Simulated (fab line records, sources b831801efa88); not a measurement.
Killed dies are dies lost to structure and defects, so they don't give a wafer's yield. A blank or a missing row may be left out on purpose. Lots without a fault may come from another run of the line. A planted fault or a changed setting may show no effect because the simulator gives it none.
One fault seen from 2 desks | flow gf180mcu | each desk has only its own numbers; what lay behind them comes last

THE METROLOGY DESK
What the gauges read, lot by lot, whatever tool the lot ran on: means of the sampled wafers that have a number. A lot is out of limits, marked OUT, if its mean lies more than 4 standard deviations from the usual mean; the brackets give that distance.
Columns: A = SAB_OVL at GF_SAB_OVL_MEAS_10, usual 0.6 nm; B = CONTACT_CVD_02_THK at GF_CONTACT_THK_MEAS_03, usual 862 nm
lot  | first seen here | A    | B
L512 | day 16 03:43    | 0.5  | 856
L516 | day 16 16:56    | 0.9  | 868
L515 | day 16 21:04    | -0.1 | 862
L518 | day 17 16:08    | 1.3  | 864
L525 | day 20 03:25    | 0.2  | 456 (-37) OUT
L526 | day 20 17:58    | 0.3  | 661 (-18) OUT
L528 | day 21 09:43    | 0.4  | 862
L529 | day 21 11:16    | 1.2  | 870
L530 | day 22 01:03    | 1.8  | 870
L532 | day 22 16:49    | -1.9 | 861
L534 | day 23 05:46    | -1.3 | 849
This desk's finding: out of limits on L525, L526; first on L525, day 20 04:30 (CONTACT_CVD_02_THK at GF_CONTACT_THK_MEAS_03). In limits: L512, L516, L515, L518, L528, L529, L530, L532, L534.

THE TOOL OWNER'S DESK: pecvd-03
The tool's own readings at GF_CONTACT_CVD_02 (deposits SiO2 from TEOS, target thk 860 nm, time 95.992 s): means of the sampled wafers that have a number, for each lot that ran on this tool. A lot is out of limits, marked OUT, if its mean lies more than 4 standard deviations from the usual mean; the brackets give that distance.
Columns: A = heater_power_outer_w at GF_CONTACT_CVD_02, usual 438 W; B = heater_power_w at GF_CONTACT_CVD_02, usual 740 W; C = rf_fwd_power_W at GF_CONTACT_CVD_02, usual 595.8 W
lot  | first seen here | A   | B   | C
L515 | day 16 22:05    | 395 | 646 | 595.0
L518 | day 17 17:08    | 403 | 670 | 595.9
L525 | day 20 04:26    | 389 | 644 | 594.3
L526 | day 20 18:58    | 421 | 685 | 594.1
L534 | day 23 06:50    | 417 | 685 | 596.1
This desk's finding: nothing out of limits on any of the 5 lots.

PUT TOGETHER
The metrology desk could have raised an alarm at day 20 04:30, on L525, L526.
The tool owner's desk saw nothing out of limits.
The tool owner's desk has L525, L526 on record, within its limits.
Of the lots named, all ran GF_CONTACT_CVD_02 on pecvd-03.

WHAT THE SIMULATOR HAD PUT IN
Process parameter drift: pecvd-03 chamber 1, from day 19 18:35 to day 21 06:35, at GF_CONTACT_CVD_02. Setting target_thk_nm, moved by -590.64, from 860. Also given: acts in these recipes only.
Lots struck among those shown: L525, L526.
Hours from the fault's start to each desk's first reading out of limits: the metrology desk, 10.
